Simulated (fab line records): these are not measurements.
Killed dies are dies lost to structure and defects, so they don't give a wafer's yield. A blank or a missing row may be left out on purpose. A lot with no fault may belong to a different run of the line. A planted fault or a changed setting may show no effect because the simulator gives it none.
fab line records | flow sky130
record lots=13 wafers=37 last-day=50
route steps=708 shown NWELL@82 VT_ADJUST_NCORE@129 SONOS_ONO@171 PAD_OPEN@708
lots that met no fault: taken from a fault-free run of the same line
start-h: hours from the record's opening day to when the first of the lot's shown wafers began | wait-h: hours elapsed since this lot's preceding step | " unchanged from the row above | L1.1+2: a single row standing in for several wafers | - no value, or no start given | * or withheld: withheld | < > ~ a bound
route shown NAME@n: names a module that has steps shown in the file, with the first one's number in the route | usual: mean and standard deviation over wafers with no fault | same: alike in all rows | chamber/n: place in a boat | sites: readings site by site | _std_site: how widely they spread, as a standard deviation | _edge_site: inner sites' mean taken away from outer sites' mean | radius-mm: for every site, how far away it sits from the centre of the wafer | mask NAME#n: copy n | behind: the last tool/chamber to shape the wafer | hold: cause of the lot's hold/its duration in hours/its outcome | device: whichever transistor did not switch (one of n, p or np) | end of line: tests of these same wafers at the route's end | where a step has no rows: the recipe by itself | killed: at the first sort, the dies lost to defects and structure; wafer yield is something else | map: shows each die of a wafer: x if killed, . if not, _ if none is there
set.NAME: the setting that was run; set.NAME@STEP: the one run at that earlier step | model.NAME: the simulator's own value behind a step, which no gauge read
the route's steps for a sample of lots (tables are steps, rows are wafers)
services: when a tool's chamber went out of use (start-h, in hours from the record's first day, below 0 if earlier), for how many hours, and the reason
## steps
# step SKY_NWELL_RS_MEAS_29
# recipe thk-meas-gauge=four-point-probe
# usual NWELL_RS=625.3/1.5
# columns lot.wafer tool chamber start-h wait-h NWELL_RS[ohm/sq]
L494.2 film-metro-03 - 105.60 0.1 625.0
L494.3 " - " " 622.1
L494.5 " - " " 625.4
L495.4 film-metro-03 - 109.92 0.1 622.0
L495.5 " - " " 623.9
L495.6 " - " " 623.0
L497.3 film-metro-03 - 120.52 0.1 627.7
L497.4 " - " " 625.2
L498.2 film-metro-02 - 133.38 0.1 624.8
L498.5 " - " " 626.4
L506.1 film-metro-03 - 175.46 0.1 623.0
L506.2 " - " " 623.3
L506.6 " - " " 623.9
L508.2 film-metro-02 - 186.04 0.1 621.5
L508.4 " - " " 623.1
L508.5 " - " " 623.5
L509.2 film-metro-01 - 191.58 0.1 626.5
L509.3 " - " " 625.2
L509.6 " - " " 623.7
L510.2 film-metro-03 - 198.58 0.1 627.1
L510.4 " - " " 625.3
L510.5 " - " " 624.8
L512.3 film-metro-01 - 213.07 0.1 623.6
L512.4 " - " " 625.9
L512.6 " - " " 623.3
L513.1 film-metro-02 - 222.53 0.1 625.7
L513.5 " - " " 624.8
L513.6 " - " " 626.1
L514.1 film-metro-02 - 223.78 0.2 625.0
L514.2 " - " " 627.3
L514.3 " - " " 626.0
L515.3 film-metro-03 - 226.20 0.1 625.7
L515.4 " - " " 626.8
L515.5 " - " " 626.6
L517.1 film-metro-03 - 242.28 0.2 625.5
L517.3 " - " " 625.5
L517.6 " - " " 623.9
# step SKY_VT_ADJUST_NCORE_STRIP_10
# recipe chemistry=O2/N2 power-w=1400 pressure-mtorr=1500 platen-temp-c=withheld o2-flow-sccm=3000 n2-flow-sccm=300 overash-fraction=0.5
# usual drypump-motor-current-A=5.5/0.42 oes-product-au=0.715/0.0043 strip-time-to-endpoint-s=14.18/0.04
# columns lot.wafer tool chamber start-h wait-h drypump-motor-current-A oes-product-au rf-hours-counter-h strip-time-to-endpoint-s
L494.2 plasma-asher-04 1 183.72 0.1 5.3 0.718 50 14.17
L494.3 " 0 " " 5.3 0.712 - 14.24
L494.5 " 1 " " 5.3 0.707 - 14.20
L495.4 plasma-asher-04 0 188.11 0.1 5.3 0.725 - 14.17
L495.5 " 1 " " 5.3 0.709 - 14.17
L495.6 " 0 " " 5.3 0.708 - 14.23
L497.3 plasma-asher-04 0 200.50 0.1 5.3 0.709 - 14.23
L497.4 " 1 " " 5.3 0.718 - 14.24
L498.2 plasma-asher-04 1 215.67 0.1 5.3 0.716 53 14.10
L498.5 " 0 " " 5.3 0.715 - 14.10
L506.1 plasma-asher-01 1 264.52 0.1 5.4 0.718 14 14.22
L506.2 " 0 " " 6.6 0.709 14 14.22
L506.6 " 0 " " 6.6 0.714 - 14.22
L508.2 plasma-asher-01 0 276.97 0.1 6.6 0.716 16 14.19
L508.4 " 0 " " 6.6 0.720 - 14.19
L508.5 " 0 " " 6.6 0.712 - 14.20
L509.2 plasma-asher-04 0 285.62 0.1 5.3 0.713 60 14.10
L509.3 " 1 " " 5.3 0.714 - 14.20
L509.6 " 0 " " 5.3 0.724 - 14.13
L510.2 plasma-asher-01 1 292.52 0.1 5.4 0.708 17 14.19
L510.4 " 0 " " 6.6 0.717 - 14.18
L510.5 " 0 " " 6.6 0.716 - 14.23
L512.3 plasma-asher-04 0 309.71 0.1 5.3 0.712 - 14.20
L512.4 " 1 " " 5.3 0.712 - 14.17
L512.6 " 0 " " 5.2 0.722 - 14.17
L513.1 plasma-asher-04 0 319.67 0.1 5.3 0.712 63 14.24
L513.5 " 1 " " 5.3 0.718 - 14.22
L513.6 " 0 " " 5.3 0.710 - 14.27
L514.1 plasma-asher-02 1 322.87 0.1 5.5 0.720 63 14.14
L514.2 " 0 " " 5.5 0.711 63 14.17
L514.3 " 1 " " 5.4 0.718 - 14.14
L515.3 plasma-asher-04 1 325.71 0.1 5.3 0.715 - 14.22
L515.4 " 0 " " 5.3 0.714 - 14.18
L515.5 " 1 " " 5.3 0.711 - 14.22
L517.1 plasma-asher-04 1 342.92 0.1 5.3 0.718 66 14.15
L517.3 " 0 " " 5.3 0.711 - 14.11
L517.6 " 0 " " 5.3 0.717 - 14.18
# step SKY_SONOS_ONO_THK_MEAS_03
# recipe reads=Si3N4_of_SONOS_ONO_CVD_02
# usual SONOS_ONO_CVD_02_THK=10.51/0.15
# columns lot.wafer tool chamber start-h wait-h SONOS_ONO_CVD_02_THK[nm]
L494.2 film-metro-02 - 257.89 0.0 10.42
L494.3 " - " " 10.44
L494.5 " - " " 10.39
L495.4 film-metro-01 - 257.91 0.0 10.31
L495.5 " - " " 10.40
L495.6 " - " " 10.30
L497.3 film-metro-04 - 272.53 0.0 10.42
L497.4 " - " " 10.23
L498.2 film-metro-01 - 292.90 0.0 10.43
L498.5 " - " " 10.39
L506.1 film-metro-01 - 346.93 0.0 10.65
L506.2 " - " " 10.61
L506.6 " - " " 10.59
L508.2 film-metro-04 - 364.54 0.0 10.51
L508.4 " - " " 10.44
L508.5 " - " " 10.39
L509.2 film-metro-04 - 369.21 0.0 10.67
L509.3 " - " " 10.54
L509.6 " - " " 10.55
L510.2 film-metro-02 - 379.69 0.0 10.59
L510.4 " - " " 10.64
L510.5 " - " " 10.61
L512.3 film-metro-01 - 399.51 0.0 10.65
L512.4 " - " " 10.56
L512.6 " - " " 10.53
L513.1 film-metro-01 - 407.78 0.0 10.40
L513.5 " - " " 10.54
L513.6 " - " " 10.46
L514.1 film-metro-02 - 412.04 0.0 10.79
L514.2 " - " " 10.77
L514.3 " - " " 10.73
L515.3 film-metro-01 - 419.83 0.0 10.81
L515.4 " - " " 10.75
L515.5 " - " " 10.74
L517.1 film-metro-04 - 431.52 0.0 10.83
L517.3 " - " " 10.93
L517.6 " - " " 10.87
# step SKY_SONOS_ONO_EXPOSE_10
# recipe mask-id=ONOM target-cd-nm=410 na=0.6 source-shape=conventional sigma-outer=0.6 dose-mj=150
# usual focus-offset-nm=0.0/0.54
# same na=0.6
# columns lot.wafer tool chamber start-h wait-h mask focus-offset-nm
L494.2 iline-stepper-02 0 271.16 - ONOM#0 -0.7
L494.3 " 0 " " ONOM#0 -0.6
L494.5 " 0 " " ONOM#0 -0.1
L495.4 iline-stepper-01 0 271.53 - ONOM#0 0.6
L495.5 " 0 " " ONOM#0 0.7
L495.6 " 0 " " ONOM#0 0.4
L497.3 iline-stepper-02 0 286.25 - ONOM#0 -0.2
L497.4 " 0 " " ONOM#0 0.6
L498.2 iline-stepper-02 0 306.49 - ONOM#0 -0.5
L498.5 " 0 " " ONOM#0 0.1
L506.1 iline-stepper-02 0 362.26 - ONOM#0 -1.0
L506.2 " 0 " " ONOM#0 -0.2
L506.6 " 0 " " ONOM#0 -0.6
L508.2 iline-stepper-02 0 380.54 - ONOM#0 -0.5
L508.4 " 0 " " ONOM#0 0.0
L508.5 " 0 " " ONOM#0 0.0
L509.2 iline-stepper-02 0 384.14 - ONOM#0 0.7
L509.3 " 0 " " ONOM#0 0.3
L509.6 " 0 " " ONOM#0 -0.2
L510.2 iline-stepper-02 0 394.49 - ONOM#0 0.4
L510.4 " 0 " " ONOM#0 0.3
L510.5 " 0 " " ONOM#0 -0.1
L512.3 iline-stepper-02 0 416.08 - ONOM#0 -0.4
L512.4 " 0 " " ONOM#0 -0.7
L512.6 " 0 " " ONOM#0 -0.3
L513.1 iline-stepper-02 0 423.82 - ONOM#0 -0.3
L513.5 " 0 " " ONOM#0 -0.4
L513.6 " 0 " " ONOM#0 -0.5
L514.1 iline-stepper-01 0 427.79 - ONOM#0 0.2
L514.2 " 0 " " ONOM#0 -0.2
L514.3 " 0 " " ONOM#0 0.0
L515.3 iline-stepper-01 0 436.06 - ONOM#0 0.3
L515.4 " 0 " " ONOM#0 -0.2
L515.5 " 0 " " ONOM#0 -0.1
L517.1 iline-stepper-01 0 448.62 - ONOM#0 -0.1
L517.3 " 0 " " ONOM#0 -0.1
L517.6 " 0 " " ONOM#0 0.2
# step SKY_SONOS_ONO_CD_MEAS_13
# recipe target-cd-nm=410
# usual cd-nm=409.7/2.2
# columns lot.wafer tool chamber start-h wait-h cd-nm
L494.2 cd-sem-02 - 283.44 0.1 408.0
L494.3 " - " " 406.2
L494.5 " - " " 407.5
L495.4 cd-sem-02 - 283.78 0.1 410.6
L495.5 " - " " 409.5
L495.6 " - " " 412.8
L497.3 cd-sem-02 - 299.06 0.1 405.3
L497.4 " - " " 273.5
L498.2 cd-sem-02 - 319.59 0.1 410.6
L498.5 " - " " 286.0
L506.1 cd-sem-02 - 375.92 0.1 409.0
L506.2 " - " " 408.8
L506.6 " - " " 411.0
L508.2 cd-sem-02 - 393.79 0.1 414.8
L508.4 " - " " 412.8
L508.5 " - " " 413.8
L509.2 cd-sem-01 - 397.84 0.1 410.3
L509.3 " - " " 409.1
L509.6 " - " " 411.0
L510.2 cd-sem-02 - 408.99 0.1 411.7
L510.4 " - " " 410.7
L510.5 " - " " 409.5
L512.3 cd-sem-01 - 429.96 0.1 407.6
L512.4 " - " " 407.8
L512.6 " - " " 407.2
L513.1 cd-sem-02 - 439.07 0.1 410.3
L513.5 " - " " 409.1
L513.6 " - " " 408.7
L514.1 cd-sem-01 - 442.87 0.1 405.8
L514.2 " - " " 408.0
L514.3 " - " " 409.4
L515.3 cd-sem-01 - 451.66 0.1 409.4
L515.4 " - " " 410.8
L515.5 " - " " 410.6
L517.1 cd-sem-02 - 464.11 0.1 409.7
L517.3 " - " " 409.6
L517.6 " - " " 410.8
# step SKY_PAD_OPEN_PROBE_99
# usual killed_at_M0_to_M3=42/6.1 killed_at_M4_up=3.4/2 killed-at-contacts=23/4.8 killed-at-front-end=15/3.8 killed-at-other=0.3/0.48 killed-dies=84/8.5 killed-on-rim=16/3.9 killed-open=46/6.8 killed-short=38/6.2
# same gross-dies=492 killed-at-back-side=0
# columns lot.wafer tool chamber start-h wait-h killed_at_M0_to_M3 killed_at_M4_up killed-at-contacts killed-at-front-end killed-at-other killed-dies killed-on-rim killed-open killed-short
L497.3 prober-02 - 1089.99 0.2 51 5 23 17 2 98 17 54 44
L497.4 prober-02 - 1090.04 0.2 45 6 22 419 0 492 96 44 40
L498.2 prober-01 - 1110.59 0.1 45 3 27 18 1 94 15 56 38
L498.5 prober-01 - 1110.74 0.2 49 3 19 421 0 492 96 40 45
L508.2 prober-01 - 1161.12 0.1 44 3 24 15 0 86 13 53 33
L508.4 prober-01 - 1161.22 0.2 44 3 20 14 0 81 17 37 44
L508.5 prober-01 - 1161.27 0.2 56 5 22 11 0 94 21 45 49
L512.3 prober-02 - 1181.36 0.2 37 1 34 12 0 84 22 50 34
L512.4 prober-02 - 1181.41 0.2 44 2 20 7 0 73 13 33 39
L512.6 prober-02 - 1181.51 0.2 48 2 21 13 1 85 19 44 39
# killed by level:class
L497.3 CONTACT:geometric-particle:open=12 METAL2:geometric-particle:short=10 VIA1:geometric-particle:open=9 VIA2:geometric-particle:open=6 VIA2:geometric-particle:short=6 FIELD_ISO:geometric-particle:short=5 FIELD_ISO:geometric-particle:open=5 LI_CONTACT:geometric-particle:open=5
L497.4 SONOS_ONO:area-expose=408 CONTACT:geometric-particle:open=9 VIA1:geometric-particle:open=9 VIA3:geometric-particle:open=8 METAL2:geometric-particle:short=6 METAL1:geometric-particle:short=6 LOCAL_INTERCONNECT:geometric-particle:short=5 FIELD_ISO:geometric-particle:short=4
L498.2 CONTACT:geometric-particle:open=12 VIA1:geometric-particle:open=10 METAL2:geometric-particle:short=8 LI_CONTACT:geometric-particle:open=7 VIA2:geometric-particle:open=7 FIELD_ISO:geometric-particle:short=5 VIA3:geometric-particle:open=5 FIELD_ISO:geometric-particle:open=4
L498.5 SONOS_ONO:area-expose=407 CONTACT:geometric-particle:open=11 VIA2:geometric-particle:open=8 FIELD_ISO:geometric-particle:short=7 METAL2:geometric-particle:short=7 METAL1:geometric-particle:short=6 VIA1:geometric-particle:short=5 VIA3:geometric-particle:open=5
L508.2 VIA1:geometric-particle:open=15 CONTACT:geometric-particle:open=14 VIA2:geometric-particle:open=8 CONTACT:geometric-particle:short=6 FIELD_ISO:geometric-particle:short=5 VIA2:geometric-particle:short=4 FIELD_ISO:geometric-particle:open=3 VIA1:geometric-particle:short=3
L508.4 CONTACT:geometric-particle:short=9 VIA1:geometric-particle:open=9 VIA3:geometric-particle:open=8 VIA1:geometric-particle:short=6 METAL1:geometric-particle:short=5 FIELD_ISO:geometric-particle:open=4 CONTACT:geometric-particle:open=4 VIA2:geometric-particle:short=4
L508.5 VIA1:geometric-particle:open=13 VIA1:geometric-particle:short=9 CONTACT:geometric-particle:open=8 VIA3:geometric-particle:open=8 VIA2:geometric-particle:open=6 VIA3:geometric-particle:short=6 LI_CONTACT:geometric-particle:open=5 LOCAL_INTERCONNECT:geometric-particle:short=5
L512.3 LI_CONTACT:geometric-particle:open=14 CONTACT:geometric-particle:short=8 VIA1:geometric-particle:open=8 CONTACT:geometric-particle:open=6 VIA2:geometric-particle:open=6 FIELD_ISO:geometric-particle:open=5 METAL2:geometric-particle:short=4 VIA3:geometric-particle:open=4
L512.4 VIA1:geometric-particle:open=11 METAL1:geometric-particle:short=7 LOCAL_INTERCONNECT:geometric-particle:short=6 CONTACT:geometric-particle:short=6 CONTACT:geometric-particle:open=5 VIA1:geometric-particle:short=5 VIA2:geometric-particle:short=4 VIA2:geometric-particle:open=4
L512.6 VIA1:geometric-particle:open=12 CONTACT:geometric-particle:open=8 METAL1:geometric-particle:short=8 VIA2:geometric-particle:open=5 LI_CONTACT:geometric-particle:open=4 LOCAL_INTERCONNECT:geometric-particle:short=4 VIA1:geometric-particle:short=4 FIELD_ISO:geometric-particle:short=3
## services
# columns tool chamber start-h hours kind
plasma-asher-01 - 184.97 2.3 repair
iline-stepper-02 - 200.86 4.4 pm
iline-stepper-01 0 208.78 - calibration
plasma-asher-01 - 246.70 2.5 repair
iline-stepper-02 0 272.66 - calibration
plasma-asher-01 - 356.30 3.4 repair
iline-stepper-01 - 372.27 1.7 pm
iline-stepper-02 - 396.71 1.7 pm
plasma-asher-02 - 421.25 9.0 pm
plasma-asher-02 0 421.25 9.0 vent-cycle
plasma-asher-02 1 421.25 9.0 vent-cycle
iline-stepper-01 0 426.76 - calibration
plasma-asher-02 0 430.25 - clean
plasma-asher-02 1 430.25 - clean
## key
first-sign step=SKY_SONOS_ONO_CD_MEAS_13 reading=cd-nm direction=down sigmas=60 usual=409.7 struck=279.8
effect step=SKY_PAD_OPEN_PROBE_99 reading=killed-at-front-end direction=up sigmas=99+ usual=15 struck=420
more-kills-born-at SKY_SONOS_ONO_EXPOSE_10@iline-stepper-02=815
met-at SKY_SONOS_ONO_EXPOSE_10
struck-lots L497,L498
struck-wafers L497.4,L498.5
later-rows-left-out L497.4,L498.5
tester-left-out L497,L498
not-acting-at SKY_NWELL_RS_MEAS_29,SKY_VT_ADJUST_NCORE_STRIP_10,SKY_SONOS_ONO_THK_MEAS_03
onset-between 271.16 286.25
fault kind=process-parameter-drift tool=iline-stepper-02 chamber=- onset-h=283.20 steps=SKY_SONOS_ONO_EXPOSE_10 channel=focus-nm offset=1016.9 shape=step end-h=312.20 scope=struck-wafers-only
# tester-left-out: of these lots the tester's yield and bins aren't shown, on N5 and GAA mostly nor the transistor test; their killed dies are dies lost to structure and defects alone, not to doping, threshold or leakage, so they don't give the yield
# later-rows-left-out: the simulator's readings of these wafers behind a module that went badly wrong aren't trusted and aren't shown, but for the sort
